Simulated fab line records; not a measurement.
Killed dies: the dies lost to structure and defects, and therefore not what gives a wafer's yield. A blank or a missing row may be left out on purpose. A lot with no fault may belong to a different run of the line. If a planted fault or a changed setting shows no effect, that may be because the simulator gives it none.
Which tool was responsible?    flow sky130    15 lots, 44 wafers sampled, at 4 steps of a route of 708

## WHAT THE GAUGES READ, wafer by wafer
SKY_POLY_CUT_CD_MEAS_08: target cd 270 nm.
lot   measured      on         cd nm (nm)
L416  day 23 23:40  cd sem-02  268.4 268.6 270.1
L417  day 24 01:25  cd sem-02  268.8 269.3 269.6
L418  day 24 19:32  cd sem-02  269.0 269.5 270.1
L419  day 24 22:40  cd sem-02  270.3 270.5 269.2
L420  day 25 07:49  cd sem-01  270.0 270.9 271.0
L422  day 26 04:16  cd sem-02  271.9 272.4 272.1
L423  day 26 17:31  cd sem-01  269.0 269.1 269.6
L424  day 27 18:41  cd sem-01  271.4 269.4 270.8
L425  day 28 12:40  cd sem-02  270.0 268.2 268.6
L427  day 28 21:11  cd sem-02  270.6 270.9 272.1
L429  day 29 14:30  cd sem-02  269.6 272.5 270.8
L430  day 29 14:56  cd sem-02  267.6 270.1
L436  day 31 16:04  cd sem-02  269.6 270.7 270.3
L438  day 31 20:24  cd sem-02  270.7 270.7 269.6
L439  day 31 22:33  cd sem-02  270.0 269.3 269.9

SKY_SD_N_RS_MEAS_17: a four-point-probe measurement.
lot   measured      on             SD_P_RS (ohm/sq)
L416  day 27 16:25  film metro-03  147.2 146.9 147.0
L417  day 27 18:14  film metro-02  147.1 146.9 147.3
L418  day 28 10:35  film metro-02  147.1 147.2 147.0
L419  day 28 15:22  film metro-03  147.0 147.1 147.2
L420  day 28 22:46  film metro-03  147.6 146.7 146.8
L422  day 29 19:41  film metro-03  146.8 147.1 147.1
L423  day 30 06:53  film metro-03  147.0 147.1 146.9
L424  day 31 07:39  film metro-02  146.4 146.9 146.5
L425  day 32 00:50  film metro-03  147.2 147.2 147.2
L427  day 32 10:20  film metro-03  146.7 146.3 146.2
L429  day 33 02:16  film metro-02  146.9 147.0 147.4
L430  day 33 02:38  film metro-04  146.1 146.1
L436  day 35 00:21  film metro-04  147.2 147.4 147.5
L438  day 35 03:19  film metro-02  147.0 146.5 146.8
L439  day 35 06:22  film metro-04  147.4 147.1 146.9

SKY_LOCAL_INTERCONNECT_CD_MEAS_11: target cd 170 nm.
lot   measured      on         cd nm (nm)
L416  day 30 03:18  cd sem-02  171.0 169.6 170.7
L417  day 30 05:31  cd sem-01  173.4 173.3 174.2
L418  day 30 20:29  cd sem-01  170.6 169.0 169.0
L419  day 31 01:18  cd sem-02  172.9 170.6 172.1
L420  day 31 09:07  cd sem-02  168.9 170.3 168.6
L422  day 32 05:04  cd sem-01  168.2 168.3 168.4
L423  day 32 16:47  cd sem-01  168.3 167.4 167.2
L424  day 33 16:17  cd sem-01  168.7 170.6 170.9
L425  day 34 07:53  cd sem-01  170.2 170.9 169.5
L427  day 34 17:40  cd sem-01  169.0 169.0 128.9
L429  day 35 07:48  cd sem-01  167.5 167.8 130.0
L430  day 35 09:08  cd sem-02  134.5 134.5
L436  day 37 06:07  cd sem-01  170.9 169.3 170.8
L438  day 37 09:19  cd sem-01  169.6 169.1 169.0
L439  day 37 12:48  cd sem-02  171.1 169.7 171.8

## EACH LOT AND THE TOOL THAT RAN IT (in order: tool; ch and the chambers of the sampled wafers; start)
lot   SKY_LOCAL_INTERCONNECT_EXPOSE_08
L416  krf scanner-02 ch 0, day 29 14:04
L417  krf scanner-01 ch 0, day 29 16:16
L418  krf scanner-02 ch 0, day 30 06:28
L419  krf scanner-01 ch 0, day 30 11:22
L420  krf scanner-01 ch 0, day 30 19:52
L422  krf scanner-01 ch 0, day 31 14:51
L423  krf scanner-01 ch 0, day 32 03:19
L424  krf scanner-02 ch 0, day 33 03:04
L425  krf scanner-01 ch 0, day 33 19:32
L427  krf scanner-01 ch 0, day 34 05:29
L429  krf scanner-01 ch 0, day 34 18:55
L430  krf scanner-01 ch 0, day 34 20:02
L436  krf scanner-02 ch 0, day 36 18:02
L438  krf scanner-02 ch 0, day 36 21:27
L439  krf scanner-02 ch 0, day 36 23:42
- SKY_LOCAL_INTERCONNECT_EXPOSE_08: exposes mask LI1M, target cd 170 nm.

## AS READ BY THE TOOLS THEMSELVES (means over the sampled wafers that have a number; for cases with no such wafer, the mark the record gives instead)
SKY_LOCAL_INTERCONNECT_EXPOSE_08.
lot   tool            stage vel mm s (mm/s)
L416  krf scanner-02  500.21
L417  krf scanner-01  499.98
L418  krf scanner-02  499.93
L419  krf scanner-01  499.91
L420  krf scanner-01  499.89
L422  krf scanner-01  500.02
L423  krf scanner-01  500.23
L424  krf scanner-02  500.02
L425  krf scanner-01  500.22
L427  krf scanner-01  499.78
L429  krf scanner-01  500.03
L430  krf scanner-01  500.20
L436  krf scanner-02  500.32
L438  krf scanner-02  500.11
L439  krf scanner-02  500.04

## THE ANSWER, worked out from the rows above alone
Rule: the usual values come from the lots themselves. Put in order of their means at a reading, lots are off if they are a third of the lots or fewer, leave a main group of 4 or more, and stand apart from it by a gap of 3 or more times the standard deviation of the main group's means; of several such gaps the widest counts. A main group is skipped when, at the precision printed for the reading in the tables above, its means are all equal. Also off: a lot with no number at a reading for which 4 or more lots have one. The other lots that the step has rows for count as sound. Order of review: gauges by route order, followed by the tools' own readings, for which a lot's mean as printed above is used. The first step at which some lot is off is used, and at that step the reading that is off furthest; a lot without a number counts as furthest.
Off, at SKY_LOCAL_INTERCONNECT_CD_MEAS_11 on cd nm: L427, L429, L430. For the main group the mean is 170.1 nm and the standard deviation 1.5.
A tool fits if, at a process step before that reading, it ran every lot that is off, and no sound lot after the first of them. Those tools and the gauges at SKY_LOCAL_INTERCONNECT_CD_MEAS_11 are tried in the same way. One candidate fits, namely krf scanner-01 at SKY_LOCAL_INTERCONNECT_EXPOSE_08. Its last sound lot is L425 (day 33 19:32), its first lot that is off L427 (day 34 05:29): a fault that began between those two fits.

## WHAT HAD BEEN PUT IN BY THE SIMULATOR
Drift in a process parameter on krf scanner-01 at SKY_LOCAL_INTERCONNECT_EXPOSE_08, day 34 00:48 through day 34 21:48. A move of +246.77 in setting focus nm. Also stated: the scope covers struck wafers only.
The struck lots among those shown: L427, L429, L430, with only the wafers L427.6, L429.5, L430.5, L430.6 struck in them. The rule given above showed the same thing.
